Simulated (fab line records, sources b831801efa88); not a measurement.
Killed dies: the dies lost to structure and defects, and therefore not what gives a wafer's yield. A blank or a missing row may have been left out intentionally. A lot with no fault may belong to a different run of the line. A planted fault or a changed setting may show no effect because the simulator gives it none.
Which of the tools did it? | flow sky130 | 12 lots with 36 wafers sampled at 5 steps, on a route of 708 steps

## WHAT THE GAUGES SHOWED, per wafer
Not one reading of a measure or inspect step in the record can be checked against a usual standard deviation.

## WHAT TOOL EACH LOT RAN ON (gives the tool, then ch and the chambers of the sampled wafers, and finally the start)
lot  | SKY_METAL1_SPUTTER_00        | SKY_METAL4_ETCH_16                | SKY_METAL5_SPUTTER_00        | SKY_METAL5_SPUTTER_01        | SKY_PAD_OPEN_PROBE_99
L611 | pvd-sputter-01, day 31 21:32 | rie-metal-01 ch 0,1, day 42 00:16 | pvd-sputter-02, day 43 02:07 | pvd-sputter-02, day 43 02:08 | -
L613 | pvd-sputter-01, day 32 08:19 | rie-metal-01 ch 0,1, day 42 08:23 | pvd-sputter-04, day 43 09:58 | pvd-sputter-04, day 43 09:59 | -
L614 | pvd-sputter-01, day 32 15:06 | rie-metal-02 ch 0,1, day 42 13:50 | pvd-sputter-01, day 43 14:41 | pvd-sputter-01, day 43 14:43 | -
L617 | pvd-sputter-01, day 33 15:03 | rie-metal-02 ch 1, day 43 11:41   | pvd-sputter-01, day 44 13:11 | pvd-sputter-01, day 44 13:13 | prober-01, day 47 07:28
L621 | pvd-sputter-01, day 34 17:34 | rie-metal-02 ch 0,1, day 44 09:53 | pvd-sputter-01, day 45 10:19 | pvd-sputter-01, day 45 10:20 | -
L626 | pvd-sputter-01, day 36 10:38 | rie-metal-04 ch 0,1, day 45 22:50 | pvd-sputter-01, day 46 21:39 | pvd-sputter-01, day 46 21:40 | prober-02, day 49 09:34
L627 | pvd-sputter-01, day 36 17:55 | rie-metal-04 ch 0,1, day 46 01:32 | pvd-sputter-01, day 47 01:27 | pvd-sputter-01, day 47 01:28 | prober-01, day 49 12:45
L630 | pvd-sputter-04, day 37 12:59 | rie-metal-04 ch 0,1, day 46 16:59 | pvd-sputter-04, day 47 16:55 | pvd-sputter-04, day 47 16:56 | -
L631 | pvd-sputter-03, day 37 22:38 | rie-metal-02 ch 1, day 46 23:20   | pvd-sputter-04, day 47 22:05 | pvd-sputter-04, day 47 22:06 | -
L632 | pvd-sputter-04, day 38 07:42 | rie-metal-01 ch 0,1, day 47 08:08 | pvd-sputter-04, day 48 05:38 | pvd-sputter-04, day 48 05:39 | -
L633 | pvd-sputter-04, day 38 12:28 | rie-metal-01 ch 0,1, day 47 13:02 | pvd-sputter-01, day 48 11:16 | pvd-sputter-01, day 48 11:17 | -
L634 | pvd-sputter-03, day 38 18:46 | rie-metal-02 ch 0,1, day 47 17:26 | pvd-sputter-01, day 48 16:11 | pvd-sputter-01, day 48 16:13 | -
- SKY_METAL1_SPUTTER_00: material Ti, target thk 15 nm, time 10 s.
- SKY_METAL4_ETCH_16: etches BARC in N2/H2, stops on SiO2, time 88.2 s, target depth 60 nm.
- SKY_METAL5_SPUTTER_00: material Ti, target thk 15 nm, time 10 s.
- SKY_METAL5_SPUTTER_01: material TiN, target thk 20 nm, time 16.7 s.
- SKY_PAD_OPEN_PROBE_99

## AS READ BY THE TOOLS THEMSELVES (means over the sampled wafers that have a number; for cases with no such wafer, the mark the record gives instead)
SKY_METAL1_SPUTTER_00. Usual: cathode-dc-power-W 3000.0 W, standard deviation 0.57; throttle-valve-pct 29.6 %, standard deviation 0.71.
lot  | tool           | cathode-dc-power-W (W) | throttle-valve-pct (%) | flag
L611 | pvd-sputter-01 | 3000.0                 | 30.1                   |
L613 | pvd-sputter-01 | 3000.1                 | 29.7                   |
L614 | pvd-sputter-01 | 2999.9                 | 29.0                   |
L617 | pvd-sputter-01 | 2999.8                 | 29.8                   |
L621 | pvd-sputter-01 | 3000.2                 | 28.6                   |
L626 | pvd-sputter-01 | 3000.3                 | 29.3                   |
L627 | pvd-sputter-01 | 3000.6                 | 29.4                   |
L630 | pvd-sputter-04 | 2999.7                 | 29.8                   |
L631 | pvd-sputter-03 | 3000.4                 | 29.4                   |
L632 | pvd-sputter-04 | 2999.6                 | 29.8                   |
L633 | pvd-sputter-04 | 3000.5                 | 29.6                   |
L634 | pvd-sputter-03 | 2999.9                 | 29.0                   |

SKY_METAL4_ETCH_16. Usual: drypump-motor-current-A 6.15 A, standard deviation 0.25; oes-product-au 0.625 a.u., standard deviation 0.0045; throttle-valve-pct 13.205 %, standard deviation 0.0097.
lot  | tool         | drypump-motor-current-A (A) | oes-product-au (a.u.) | throttle-valve-pct (%) | flag
L611 | rie-metal-01 | 6.43                        | 0.631                 | 13.202                 |
L613 | rie-metal-01 | 6.46                        | 0.626                 | 13.199                 |
L614 | rie-metal-02 | 6.15                        | 0.625                 | 13.203                 |
L617 | rie-metal-02 | 6.25                        | 0.629                 | 13.207                 |
L621 | rie-metal-02 | 6.15                        | 0.628                 | 13.212                 |
L626 | rie-metal-04 | 5.81                        | 0.622                 | 13.197                 |
L627 | rie-metal-04 | 5.86                        | 0.624                 | 13.208                 |
L630 | rie-metal-04 | 5.81                        | 0.626                 | 13.209                 |
L631 | rie-metal-02 | 6.26                        | 0.624                 | 13.206                 |
L632 | rie-metal-01 | 6.27                        | 0.627                 | 13.204                 |
L633 | rie-metal-01 | 6.42                        | 0.624                 | 13.210                 |
L634 | rie-metal-02 | 6.21                        | 0.627                 | 13.206                 |

SKY_METAL5_SPUTTER_00. Usual: cathode-dc-power-W 3000.0 W, standard deviation 0.53; throttle-valve-pct 29.7 %, standard deviation 0.78.
lot  | tool           | cathode-dc-power-W (W) | throttle-valve-pct (%) | flag
L611 | pvd-sputter-02 | 2999.9                 | 29.5                   |
L613 | pvd-sputter-04 | 3000.2                 | 30.3                   |
L614 | pvd-sputter-01 | 3000.3                 | 29.6                   |
L617 | pvd-sputter-01 | 2999.3                 | 29.6                   |
L621 | pvd-sputter-01 | 3000.2                 | 30.0                   |
L626 | pvd-sputter-01 | 2999.7                 | 29.3                   |
L627 | pvd-sputter-01 | 2999.4                 | 29.3                   |
L630 | pvd-sputter-04 | 3000.6                 | 29.8                   |
L631 | pvd-sputter-04 | 3000.3                 | 29.9                   |
L632 | pvd-sputter-04 | 3000.2                 | 30.2                   |
L633 | pvd-sputter-01 | 2999.9                 | 29.2                   |
L634 | pvd-sputter-01 | 2999.7                 | 29.3                   |

SKY_METAL5_SPUTTER_01. Usual: cathode-dc-power-W 6500.2 W, standard deviation 1.1; throttle-valve-pct 29.7 %, standard deviation 0.8.
lot  | tool           | cathode-dc-power-W (W) | throttle-valve-pct (%) | flag
L611 | pvd-sputter-02 | 6500.7                 | 29.3                   |
L613 | pvd-sputter-04 | 6500.4                 | 30.2                   |
L614 | pvd-sputter-01 | 6499.9                 | 29.4                   |
L617 | pvd-sputter-01 | 6500.1                 | 29.3                   |
L621 | pvd-sputter-01 | 6499.7                 | 30.1                   |
L626 | pvd-sputter-01 | 6500.7                 | 29.2                   |
L627 | pvd-sputter-01 | 6500.6                 | 29.2                   |
L630 | pvd-sputter-04 | 6499.2                 | 29.7                   |
L631 | pvd-sputter-04 | 6500.4                 | 29.9                   |
L632 | pvd-sputter-04 | 6500.3                 | 30.4                   |
L633 | pvd-sputter-01 | 6501.4                 | 29.2                   |
L634 | pvd-sputter-01 | 6499.6                 | 29.2                   |

SKY_PAD_OPEN_PROBE_99. Usual: defect-limited-yield 82.2 %, standard deviation 2.1; killed_at_M0_to_M3 43, standard deviation 8; killed_at_M4_up 2.9, standard deviation 1.6; killed-at-contacts 26, standard deviation 5.2; killed-at-front-end 15, standard deviation 4.3; killed-at-other 0.3, standard deviation 0.56; killed-dies 87, standard deviation 10; killed-open 48, standard deviation 6.9; killed-short 40, standard deviation 6.5; sort_bin_3_pad_short 0.9 %, standard deviation 0.36; sort_bin_5_function 10.5 %, standard deviation 1.5; sort_bin_6_memory 6.4 %, standard deviation 1.3; sort-n-pass 405, standard deviation 10; sort-yield-pct 82.2 %, standard deviation 2.1.
lot  | tool      | defect-limited-yield (%) | killed_at_M0_to_M3 | killed_at_M4_up | killed-at-contacts | killed-at-front-end | killed-at-other | killed-dies | killed-open | killed-short | sort_bin_3_pad_short (%) | sort_bin_5_function (%) | sort_bin_6_memory (%) | sort-n-pass | sort-yield-pct (%) | flag
L617 | prober-01 | 80.1                     | 46                 | 1.7             | 33                 | 17                  | 0.3             | 98          | 51          | 47           | 1.3                      | 10.9                    | 7.6                   | 394         | 80.1               |
L626 | prober-02 | 72.2                     | 94                 | 4.3             | 26                 | 13                  | 0.0             | 137         | 40          | 40           | 2.8                      | 17.6                    | 7.4                   | 355         | 72.2               | OFF
L627 | prober-01 | 74.1                     | 91                 | 3.3             | 22                 | 11                  | 0.0             | 128         | 45          | 37           | 3.0                      | 16.2                    | 6.8                   | 364         | 74.1               | OFF

## THE ANSWER, worked out from the rows above alone
Rule: a lot is off if the mean of its wafers that have a number lies more than 3 standard deviations from the usual mean. A lot without any number at a reading at which 4 lots or more have one is off too. Any other lot the step has rows for is counted as sound. The gauges are gone through in route order, then the tools' own readings, and for those a lot's mean is taken as printed above. The first step at which some lot is off is used, and at that step the reading that is off furthest; a lot without a number counts as furthest.
Off: L626, L627, at SKY_PAD_OPEN_PROBE_99 (killed_at_M0_to_M3). Neither off nor sound, because the step has no rows for them: L611, L613, L614, L621, L630, L631, L632, L633, L634.
If a tool, at that step or one of the process steps before it, ran each lot that is off and ran no sound lot following the first of them, it fits. Can't be told from this: 2 tools fit, pvd-sputter-01 at SKY_METAL1_SPUTTER_00 and SKY_METAL5_SPUTTER_00 and SKY_METAL5_SPUTTER_01, rie-metal-04 at SKY_METAL4_ETCH_16.

## WHAT THE SIMULATOR PUT IN
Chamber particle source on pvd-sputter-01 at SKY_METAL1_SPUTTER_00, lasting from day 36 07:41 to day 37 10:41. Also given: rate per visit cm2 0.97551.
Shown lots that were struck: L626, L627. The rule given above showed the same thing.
